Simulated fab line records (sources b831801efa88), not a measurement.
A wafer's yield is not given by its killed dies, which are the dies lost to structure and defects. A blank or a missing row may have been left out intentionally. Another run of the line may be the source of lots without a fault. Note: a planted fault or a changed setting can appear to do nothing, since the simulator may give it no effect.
fab line records	flow sky130
record: lots: 7	wafers: 21	lastDay: 52
route steps=708 shown POLY_GATE@235 LDD_N@237 LDD_P@255 PAD_OPEN@708
lots that met no fault: from a run of the same line without faults
startH: hours from the record's first day to the start of the lot's first wafer shown	waitH: how many hours have passed since the lot's step before this one	" unchanged from the row above	L1.1+2: several wafers, shown together as one row	- no value, or no start was given	* or withheld: withheld	< > ~ a bound
route shown NAME@n: NAME is a module with steps in the file, n the number in the route of the first one	usual: mean/standard deviation taken from wafers without a fault	same: alike in all rows	chamber/n: place in a boat	sites: each site's reading	_std_site: the standard deviation of these	_edge_site: inner sites' mean taken away from outer sites' mean	radiusMm: for every site, how far away it sits from the centre of the wafer	mask NAME#n: copy n	behind: the last tool/chamber to shape the wafer	hold: what put the lot on hold/how long, in hours/how the hold closed	device: names the non-switching transistor (n, p or np)	end of line: the tests these same wafers got at the end of their route	for a step that has no rows: nothing shown but its recipe	killed: the dies lost at the first sort to structure and to defects; this is not the yield of the wafer	map: shows each die of a wafer: x if killed, . if not, _ if none is there
set.NAME: the run value of the setting; set.NAME@STEP: its run value at that earlier step	model.NAME: the simulator's own value behind a step, which no gauge read
lots seen at some steps along the route; tables by step, rows by wafer
services: the hour from which a tool's chamber was out of use, counted from the record's first day as startH (under 0 if before that day), plus the number of hours and why
== steps ==
step: SKY_POLY_GATE_THK_MEAS_21
recipe: reads: SiO2_of_POLY_GATE_OXIDATION_20
usual: POLY_GATE_OXIDATION_THK: 4.02/0.093
lot.wafer	tool	chamber	startH	waitH	POLY_GATE_OXIDATION_THK[nm]
L140.2	filmMetro-02	-	410.60	0.0	4.05
L140.3	"	-	"	"	4.04
L140.6	"	-	"	"	4.12
L146.1	filmMetro-03	-	436.29	0.0	4.14
L146.3	"	-	"	"	4.10
L146.5	"	-	"	"	4.06
L147.2	filmMetro-04	-	436.30	0.0	4.18
L147.3	"	-	"	"	4.22
L147.6	"	-	"	"	4.13
L156.1	filmMetro-03	-	601.86	0.0	3.83
L156.2	"	-	"	"	3.81
L156.6	"	-	"	"	3.83
L157.3	filmMetro-04	-	604.53	0.0	4.03
L157.5	"	-	"	"	4.02
L157.6	"	-	"	"	3.99
L159.2	filmMetro-02	-	604.88	0.0	3.97
L159.4	"	-	"	"	3.84
L159.6	"	-	"	"	4.02
L161.3	filmMetro-02	-	613.66	0.0	4.01
L161.5	"	-	"	"	4.01
L161.6	"	-	"	"	4.04
step: SKY_POLY_GATE_CD_MEAS_22
usual: cdNm: 149.3/2.8
lot.wafer	tool	chamber	startH	waitH	cdNm
L140.2	cdSem-01	-	410.68	0.1	146.8
L140.3	"	-	"	"	148.5
L140.6	"	-	"	"	147.8
L146.1	cdSem-02	-	436.35	0.1	147.3
L146.3	"	-	"	"	150.4
L146.5	"	-	"	"	146.8
L147.2	cdSem-01	-	436.39	0.1	150.9
L147.3	"	-	"	"	145.6
L147.6	"	-	"	"	147.6
L156.1	cdSem-02	-	601.92	0.1	148.8
L156.2	"	-	"	"	147.0
L156.6	"	-	"	"	149.0
L157.3	cdSem-01	-	604.63	0.1	145.4
L157.5	"	-	"	"	146.7
L157.6	"	-	"	"	144.7
L159.2	cdSem-02	-	604.96	0.1	155.2
L159.4	"	-	"	"	152.4
L159.6	"	-	"	"	154.8
L161.3	cdSem-01	-	613.76	0.1	151.7
L161.5	"	-	"	"	150.5
L161.6	"	-	"	"	149.5
step: SKY_LDD_N_DEHYDRATE_00
recipe: tempC: 200	timeS: 60
step: SKY_LDD_N_HMDS_01
recipe: primeTimeS: 60	primeTempC: 120
step: SKY_LDD_N_COAT_02
recipe: resist: NOVOLAK	spinRpm: 3000	resistThkNm: 300
step: SKY_LDD_N_SOFTBAKE_03
recipe: tempC: 90	timeS: 60	resist: NOVOLAK
step: SKY_LDD_N_EXPOSE_04
recipe: maskId: NTM	targetCdNm: 840	na: 0.6	sourceShape: conventional	sigmaOuter: 0.6	doseMj: 110
step: SKY_LDD_N_PEB_05
recipe: tempC: withheld	timeS: *	resist: NOVOLAK
step: SKY_LDD_N_DEVELOP_06
recipe: developTimeS: 60	devTempC: 23
step: SKY_LDD_N_OVL_MEAS_07
usual: LDD_N_OVL: -1.1/1.7
lot.wafer	tool	chamber	startH	waitH	LDD_N_OVL[nm]
L140.2	overlay-02	-	442.03	0.1	0.3
L140.3	"	-	"	"	-1.1
L140.6	"	-	"	"	-1.9
L146.1	overlay-01	-	467.82	0.1	0.2
L146.3	"	-	"	"	0.9
L146.5	"	-	"	"	-0.8
L147.2	overlay-02	-	468.07	0.1	-1.6
L147.3	"	-	"	"	-1.7
L147.6	"	-	"	"	0.1
L156.1	overlay-01	-	631.89	0.1	-1.1
L156.2	"	-	"	"	-1.7
L156.6	"	-	"	"	-4.0
L157.3	overlay-02	-	633.81	0.1	-1.8
L157.5	"	-	"	"	0.3
L157.6	"	-	"	"	-1.0
L159.2	overlay-01	-	634.43	0.1	-2.8
L159.4	"	-	"	"	-2.5
L159.6	"	-	"	"	-1.6
L161.3	overlay-01	-	642.81	0.1	-1.9
L161.5	"	-	"	"	-2.6
L161.6	"	-	"	"	-3.4
step: SKY_LDD_N_IMPLANT_08
recipe: species: As	energyKev: 20	doseCm2: 7.5e+13	tiltDeg: withheld	rotationDeg: 23
step: SKY_LDD_N_IMPLANT_09
recipe: species: As	energyKev: 20	doseCm2: 7.5e+13	tiltDeg: withheld	rotationDeg: 113
step: SKY_LDD_N_IMPLANT_10
recipe: species: As	energyKev: 20	doseCm2: 7.5e+13	tiltDeg: withheld	rotationDeg: 203
usual: beamEnergyKeV: 20.001/0.0069	beamOnS: 9.97/0.19	doseIonsCm2: 7.499e+13/7.4e+10	faradayCurrentUA: 424/8
lot.wafer	tool	chamber	startH	waitH	beamEnergyKeV	beamOnS	doseIonsCm2	faradayCurrentUA
L140.2	implanter-02	0	442.38	0.1	19.998	10.13	7.498e+13	418
L140.3	"	0	"	"	19.999	10.30	7.499e+13	408
L140.6	"	0	"	"	19.988	10.23	7.489e+13	413
L146.1	implanter-02	0	468.16	0.1	20.002	9.79	7.494e+13	432
L146.3	"	0	"	"	20.007	10.06	7.495e+13	420
L146.5	"	0	"	"	20.003	9.86	7.501e+13	429
L147.2	implanter-04	0	468.43	0.1	20.000	9.96	7.512e+13	424
L147.3	"	0	"	"	19.994	9.89	7.509e+13	429
L147.6	"	0	"	"	20.008	10.03	7.503e+13	422
L156.1	implanter-02	0	632.23	0.1	20.012	44.20	4.4215e+14	564
L156.2	"	0	"	"	19.997	46.33	4.4218e+14	535
L156.6	"	0	"	"	19.998	44.38	4.4212e+14	559
L157.3	implanter-03	0	634.18	0.1	19.990	10.07	7.481e+13	419
L157.5	"	0	"	"	20.002	9.96	7.494e+13	423
L157.6	"	0	"	"	19.992	9.81	7.491e+13	431
L159.2	implanter-02	0	634.78	0.1	20.008	45.41	4.4234e+14	549
L159.4	"	0	"	"	20.003	46.67	4.4214e+14	534
L159.6	"	0	"	"	20.012	46.72	4.4219e+14	533
L161.3	implanter-02	0	643.18	0.1	20.006	45.30	4.4213e+14	551
L161.5	"	0	"	"	20.015	45.97	4.4234e+14	545
L161.6	"	0	"	"	20.009	43.95	4.4222e+14	568
step: SKY_LDD_N_IMPLANT_11
recipe: species: As	energyKev: 20	doseCm2: 7.5e+13	tiltDeg: withheld	rotationDeg: 293
step: SKY_LDD_N_IMPLANT_12
recipe: species: BF2	energyKev: 50	doseCm2: 5e+12	tiltDeg: 30	rotationDeg: 0
step: SKY_LDD_N_IMPLANT_13
recipe: species: BF2	energyKev: 50	doseCm2: 5e+12	tiltDeg: 30	rotationDeg: 90
step: SKY_LDD_N_IMPLANT_14
recipe: species: BF2	energyKev: 50	doseCm2: 5e+12	tiltDeg: 30	rotationDeg: 180
step: SKY_LDD_N_IMPLANT_15
recipe: species: BF2	energyKev: 50	doseCm2: 5e+12	tiltDeg: 30	rotationDeg: 270
step: SKY_LDD_N_STRIP_16
recipe: chemistry: O2/N2	powerW: 1400	pressureMtorr: 1500	platenTempC: withheld	o2FlowSccm: 3000	n2FlowSccm: 300	overashFraction: 0.5
usual: drypumpMotorCurrentA: 5.73/0.21	oesProductAu: 0.406/0.0043	stripTimeToEndpointS: 4.315/0.015
lot.wafer	tool	chamber	startH	waitH	drypumpMotorCurrentA	oesProductAu	rfHoursCounterH	stripTimeToEndpointS
L140.2	plasmaAsher-02	0	443.26	0.1	5.81	0.406	75	4.307
L140.3	"	0	"	"	5.83	0.404	-	4.321
L140.6	"	1	"	"	5.81	0.407	-	4.334
L146.1	plasmaAsher-01	1	469.06	0.1	5.78	0.395	4	4.303
L146.3	"	0	"	"	5.94	0.416	-	4.310
L146.5	"	1	"	"	5.76	0.403	-	4.306
L147.2	plasmaAsher-02	0	469.30	0.1	5.81	0.403	77	4.318
L147.3	"	1	"	"	5.81	0.402	-	4.347
L147.6	"	0	"	"	5.78	0.409	-	4.315
L156.1	plasmaAsher-01	1	633.13	0.1	5.75	0.400	21	5.212
L156.2	"	0	"	"	5.93	0.397	21	5.216
L156.6	"	0	"	"	5.92	0.404	-	5.209
L157.3	plasmaAsher-01	1	635.06	0.1	5.76	0.409	-	4.313
L157.5	"	0	"	"	5.93	0.408	-	4.323
L157.6	"	1	"	"	5.75	0.411	-	4.312
L159.2	plasmaAsher-02	0	635.66	0.1	5.79	0.401	95	5.212
L159.4	"	0	"	"	5.81	0.404	-	5.205
L159.6	"	0	"	"	5.80	0.407	-	5.220
L161.3	plasmaAsher-02	1	644.06	0.1	5.80	0.399	-	5.175
L161.5	"	0	"	"	5.79	0.411	-	5.187
L161.6	"	1	"	"	5.81	0.402	-	5.195
step: SKY_LDD_N_TW_MEAS_17
usual: LDD_N_TW: 2576/34
lot.wafer	tool	chamber	startH	waitH	LDD_N_TW
L140.2	filmMetro-04	-	443.37	0.1	2585
L140.3	"	-	"	"	2590
L140.6	"	-	"	"	2594
L146.1	filmMetro-04	-	469.16	0.1	2570
L146.3	"	-	"	"	2567
L146.5	"	-	"	"	2556
L147.2	filmMetro-02	-	469.41	0.1	2621
L147.3	"	-	"	"	2610
L147.6	"	-	"	"	2621
L156.1	filmMetro-01	-	633.23	0.1	2856
L156.2	"	-	"	"	2834
L156.6	"	-	"	"	2842
L157.3	filmMetro-04	-	635.15	0.1	2572
L157.5	"	-	"	"	2573
L157.6	"	-	"	"	2586
L159.2	filmMetro-04	-	635.77	0.1	2905
L159.4	"	-	"	"	2900
L159.6	"	-	"	"	2905
L161.3	filmMetro-01	-	644.15	0.1	2840
L161.5	"	-	"	"	2853
L161.6	"	-	"	"	2847
step: SKY_LDD_P_DEHYDRATE_00
recipe: tempC: 200	timeS: 60
step: SKY_PAD_OPEN_PROBE_99
usual: killed_at_M0_to_M3: 45/6.3	killed_at_M4_up: 2.8/1.6	killedAtContacts: 24/5.1	killedAtFrontEnd: 14/4.4	killedAtOther: 0.4/0.73	killedDies: 86/9	killedOpen: 47/7.8	killedShort: 39/6.6
same: grossDies: 492	killedAtBackSide: 0
lot.wafer	tool	chamber	startH	waitH	killed_at_M0_to_M3	killed_at_M4_up	killedAtContacts	killedAtFrontEnd	killedAtOther	killedDies	killedOpen	killedShort	model.etest.tipN.rsOhmSq	model.etest.nfet_01v8.rOnOhmUm	model.etest.nfet_01v8_turned.driveUaUm	model.etest.nfet_01v8_swapped.driveUaUm	model.etest.nfet_01v8_lvt.driveUaUm	model.etest.nfet_01v8.driveUaUm	model.etest.sramNfetPass.driveUaUm	model.etest.tipN.rsOhmSqRange
L140.2	prober-02	-	1124.38	0.1	39	3	30	16	1	89	45	44	446.6	834.1	501.6	504.1	569.9	500.4	495.4	18.23
L140.3	prober-02	-	1124.43	0.2	39	3	25	21	0	88	52	36	452.4	860.7	489.4	490	559.3	492	463.4	14.64
L140.6	prober-02	-	1124.58	0.2	43	2	23	18	0	86	43	43	448	852.8	483.5	489.3	557.9	490.4	485.2	8.355
L147.2	prober-02	-	1139.65	0.1	41	2	22	15	0	80	41	39	448.4	841.4	497.2	492.4	557.4	492.9	478.1	18.36
L147.3	prober-02	-	1139.70	0.2	42	5	28	17	0	92	43	49	448.6	828.5	499.8	503.3	569.3	499.2	486.6	9.443
L147.6	prober-02	-	1139.85	0.2	41	3	24	17	0	85	47	37	447.8	822.6	499.7	501.4	564.9	502.3	485.4	14.3
L146.1	prober-01	-	1139.90	0.3	30	2	26	24	1	83	44	37	442.1	834.1	496.4	491.4	564.8	492.4	471.9	15.39
L146.3	prober-01	-	1140.00	0.4	62	2	17	22	0	103	58	44	440.4	852	489.2	483.9	549.9	483.5	481.6	8.652
L146.5	prober-01	-	1140.10	0.4	48	1	27	17	1	94	57	36	437.9	831.2	494.2	501.6	570.5	491.2	488	9.247
L157.3	prober-01	-	1237.53	0.2	53	5	33	10	0	101	58	43	437.8	799.5	520.7	522.6	595.1	520.1	491.8	17.05
L157.5	prober-01	-	1237.63	0.2	44	6	24	14	2	90	61	27	447.8	810.8	517.5	518.2	585.8	513	503.4	7.4
L157.6	prober-01	-	1237.68	0.2	48	2	19	13	3	85	48	35	444.7	809.4	509.9	513.5	583.6	515.7	504.2	19.54
L156.1	prober-02	-	1239.39	0.1	32	2	15	17	1	67	30	36	293.2	799.5	537.6	535.6	602.7	529.3	487.8	7.4
L156.2	prober-02	-	1239.44	0.1	55	0	23	16	1	95	52	43	295.7	775.5	550.4	549.2	612.9	539	536.7	7.978
L156.6	prober-02	-	1239.64	0.2	55	3	22	15	1	96	48	47	294.5	776.6	547.5	545.4	611.6	538.8	506.5	13.04
L159.2	prober-01	-	1239.98	0.1	49	3	32	11	0	95	46	49	288.3	804.3	548.4	544.7	610.6	535.9	513.9	9.122
L159.4	prober-01	-	1240.08	0.2	46	1	28	14	0	89	48	40	288.1	774.8	565.6	557.6	622.8	542.4	534.7	9.986
L159.6	prober-01	-	1240.18	0.2	40	3	20	21	1	85	52	32	289.3	785.1	551.9	545.8	611.1	533.9	525.5	11
L161.3	prober-01	-	1244.26	0.2	40	1	31	16	1	89	45	43	298.2	804	525.8	534.9	600.4	519.8	511.4	9.791
L161.5	prober-01	-	1244.36	0.2	51	1	37	17	0	106	56	49	295	778.9	546.9	549.9	616.4	538.5	523.8	13.64
L161.6	prober-01	-	1244.41	0.2	44	5	16	20	1	86	37	49	296.2	782.9	538	539.2	607.9	531	521.4	9.299
killed by level:class
L140.2 CONTACT:geometricParticle:open=11 LI_CONTACT:geometricParticle:open=8 VIA1:geometricParticle:open=8 METAL1:geometricParticle:short=8 LI_CONTACT:geometricParticle:short=6 VIA1:geometricParticle:short=5 FIELD_ISO:geometricParticle:short=4 POLY_GATE:geometricParticle:open=4
L140.3 LI_CONTACT:geometricParticle:open=10 POLY_GATE:geometricParticle:open=9 VIA3:geometricParticle:open=8 METAL1:geometricParticle:short=6 LOCAL_INTERCONNECT:geometricParticle:short=5 CONTACT:geometricParticle:open=5 VIA1:geometricParticle:open=5 FIELD_ISO:geometricParticle:short=4
L140.6 LI_CONTACT:geometricParticle:open=10 VIA1:geometricParticle:open=8 POLY_GATE:geometricParticle:short=7 VIA3:geometricParticle:open=7 VIA1:geometricParticle:short=6 VIA2:geometricParticle:open=6 CONTACT:geometricParticle:open=5 METAL1:geometricParticle:short=5
L147.2 FIELD_ISO:geometricParticle:short=7 CONTACT:geometricParticle:open=7 VIA2:geometricParticle:open=7 VIA3:geometricParticle:open=7 LI_CONTACT:geometricParticle:open=6 METAL3:geometricParticle:short=6 VIA1:geometricParticle:open=5 POLY_GATE:geometricParticle:short=4
L147.3 LI_CONTACT:geometricParticle:open=9 VIA1:geometricParticle:open=9 VIA2:geometricParticle:open=8 CONTACT:geometricParticle:short=7 LOCAL_INTERCONNECT:geometricParticle:short=7 VIA3:geometricParticle:open=7 POLY_GATE:geometricParticle:short=5 METAL1:geometricParticle:short=5
L147.6 VIA1:geometricParticle:open=10 LI_CONTACT:geometricParticle:open=8 FIELD_ISO:geometricParticle:short=7 VIA2:geometricParticle:open=7 METAL1:geometricParticle:short=6 CONTACT:geometricParticle:open=6 VIA3:geometricParticle:open=5 VIA1:geometricParticle:short=4
L146.1 CONTACT:geometricParticle:open=11 VIA1:geometricParticle:open=8 FIELD_ISO:geometricParticle:short=7 FIELD_ISO:geometricParticle:open=5 VIA1:geometricParticle:short=5 LI_CONTACT:geometricParticle:open=5 POLY_GATE:geometricParticle:open=4 LOCAL_INTERCONNECT:geometricParticle:short=4
L146.3 VIA1:geometricParticle:open=17 METAL1:geometricParticle:short=9 FIELD_ISO:geometricParticle:open=8 METAL2:geometricParticle:short=8 VIA3:geometricParticle:open=7 FIELD_ISO:geometricParticle:short=6 LI_CONTACT:geometricParticle:open=5 VIA2:geometricParticle:open=5
L146.5 VIA1:geometricParticle:open=14 CONTACT:geometricParticle:open=11 VIA2:geometricParticle:open=7 METAL2:geometricParticle:short=6 FIELD_ISO:geometricParticle:open=5 POLY_GATE:geometricParticle:open=5 LI_CONTACT:geometricParticle:short=5 LI_CONTACT:geometricParticle:open=5
L157.3 VIA1:geometricParticle:open=20 CONTACT:geometricParticle:open=13 LI_CONTACT:geometricParticle:open=6 CONTACT:geometricParticle:short=6 VIA3:geometricParticle:open=6 LI_CONTACT:geometricParticle:short=5 METAL1:geometricParticle:short=5 VIA1:geometricParticle:short=5
L157.5 VIA1:geometricParticle:open=17 CONTACT:geometricParticle:open=12 LI_CONTACT:geometricParticle:open=7 VIA3:geometricParticle:open=6 VIA2:geometricParticle:open=6 METAL4:geometricParticle:short=5 FIELD_ISO:geometricParticle:open=4 POLY_GATE:geometricParticle:short=4
L157.6 VIA1:geometricParticle:open=13 VIA2:geometricParticle:open=9 CONTACT:geometricParticle:open=8 METAL1:geometricParticle:short=6 VIA3:geometricParticle:open=6 FIELD_ISO:geometricParticle:open=4 METAL2:geometricParticle:short=4 POLY_GATE:geometricParticle:open=3
L156.1 FIELD_ISO:geometricParticle:short=6 CONTACT:geometricParticle:open=6 METAL3:geometricParticle:short=6 VIA2:geometricParticle:open=6 METAL2:geometricParticle:short=5 LI_CONTACT:geometricParticle:open=4 VIA3:geometricParticle:open=4 FIELD_ISO:geometricParticle:open=3
L156.2 VIA1:geometricParticle:open=14 VIA2:geometricParticle:open=10 VIA1:geometricParticle:short=8 FIELD_ISO:geometricParticle:open=7 VIA3:geometricParticle:open=7 LI_CONTACT:geometricParticle:open=6 METAL1:geometricParticle:short=6 LOCAL_INTERCONNECT:geometricParticle:short=5
L156.6 VIA3:geometricParticle:open=10 METAL2:geometricParticle:short=8 VIA2:geometricParticle:open=8 FIELD_ISO:geometricParticle:open=6 LI_CONTACT:geometricParticle:open=6 CONTACT:geometricParticle:open=6 VIA1:geometricParticle:short=6 METAL3:geometricParticle:short=5
L159.2 CONTACT:geometricParticle:open=10 VIA2:geometricParticle:open=9 VIA1:geometricParticle:open=9 LI_CONTACT:geometricParticle:short=8 LOCAL_INTERCONNECT:geometricParticle:short=6 METAL2:geometricParticle:short=5 VIA3:geometricParticle:short=5 VIA3:geometricParticle:open=5
L159.4 VIA1:geometricParticle:open=10 CONTACT:geometricParticle:open=9 VIA3:geometricParticle:open=9 VIA1:geometricParticle:short=7 LI_CONTACT:geometricParticle:open=7 CONTACT:geometricParticle:short=4 LOCAL_INTERCONNECT:geometricParticle:short=4 METAL1:geometricParticle:short=4
L159.6 VIA1:geometricParticle:open=13 CONTACT:geometricParticle:open=11 METAL2:geometricParticle:short=9 FIELD_ISO:geometricParticle:open=5 LI_CONTACT:geometricParticle:open=5 VIA2:geometricParticle:open=5 POLY_GATE:geometricParticle:open=4 VIA1:geometricParticle:short=4
L161.3 CONTACT:geometricParticle:open=12 VIA1:geometricParticle:open=8 CONTACT:geometricParticle:short=7 VIA3:geometricParticle:short=6 POLY_GATE:geometricParticle:short=5 METAL2:geometricParticle:short=5 VIA3:geometricParticle:open=5 FIELD_ISO:geometricParticle:short=4
L161.5 LI_CONTACT:geometricParticle:open=11 CONTACT:geometricParticle:short=11 CONTACT:geometricParticle:open=10 VIA1:geometricParticle:open=10 METAL2:geometricParticle:short=10 VIA2:geometricParticle:open=7 VIA3:geometricParticle:open=6 FIELD_ISO:geometricParticle:open=4
L161.6 CONTACT:geometricParticle:open=9 METAL2:geometricParticle:short=7 VIA2:geometricParticle:short=7 VIA2:geometricParticle:open=7 METAL1:geometricParticle:short=6 FIELD_ISO:geometricParticle:short=5 FIELD_ISO:geometricParticle:open=4 POLY_GATE:geometricParticle:short=4
== services ==
tool	chamber	startH	hours	kind
plasmaAsher-01	-	421.25	9.0	pm
plasmaAsher-01	0	421.25	9.0	ventCycle
plasmaAsher-01	1	421.25	9.0	ventCycle
plasmaAsher-01	0	430.25	-	clean
plasmaAsher-01	1	430.25	-	clean
implanter-03	-	439.63	10.0	pm
plasmaAsher-02	-	461.82	1.2	repair
implanter-02	-	469.06	11.6	pm
implanter-02	-	484.91	4.0	repair
plasmaAsher-01	-	493.92	2.3	repair
implanter-02	-	494.24	3.3	pm
plasmaAsher-01	-	516.65	1.2	repair
implanter-02	-	516.79	7.7	pm
implanter-03	-	520.82	1.8	repair
plasmaAsher-02	-	528.37	0.6	repair
implanter-04	-	532.37	3.0	repair
implanter-03	-	532.66	3.9	pm
implanter-02	-	548.49	1.2	repair
implanter-04	-	583.80	1.6	repair
implanter-03	-	599.84	0.6	repair
implanter-04	-	604.22	5.7	pm
plasmaAsher-01	-	636.26	12.8	repair
== key ==
firstSign: step: SKY_LDD_N_IMPLANT_10	reading: doseIonsCm2	direction: up	sigmas: 99+	usual: *	struck: *
effect: step: SKY_LDD_N_IMPLANT_10	reading: beamOnS	direction: up	sigmas: 99+	usual: 9.97	struck: 45.44
effect: step: SKY_LDD_N_STRIP_16	reading: stripTimeToEndpointS	direction: up	sigmas: 59	usual: *	struck: *
effect: step: SKY_LDD_N_TW_MEAS_17	reading: LDD_N_TW	direction: up	sigmas: 8.6	usual: 2576	struck: 2865
modelEffect: step: SKY_PAD_OPEN_PROBE_99	value: etest.tipN.rsOhmSq	without: 441.3	struck: 293.2
metAt SKY_LDD_N_IMPLANT_10
struckWafers L156.1,L156.2,L156.6,L159.2,L159.4,L159.6,L161.3,L161.5,L161.6
testerLeftOut L156,L159,L161
onsetBetween 468.16 632.23
fault: kind: processParameterDrift	tool: implanter-02	chamber: -	onsetH: 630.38	steps: SKY_LDD_N_IMPLANT_10	channel: doseCm2	offset: *	shape: step	endH: 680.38	actsIn: *	stated: *
testerLeftOut: of these lots the tester's yield and bins aren't shown, on N5 and GAA mostly nor the transistor test; their killed dies are dies lost to structure and defects alone, not to doping, threshold or leakage, so they don't give the yield
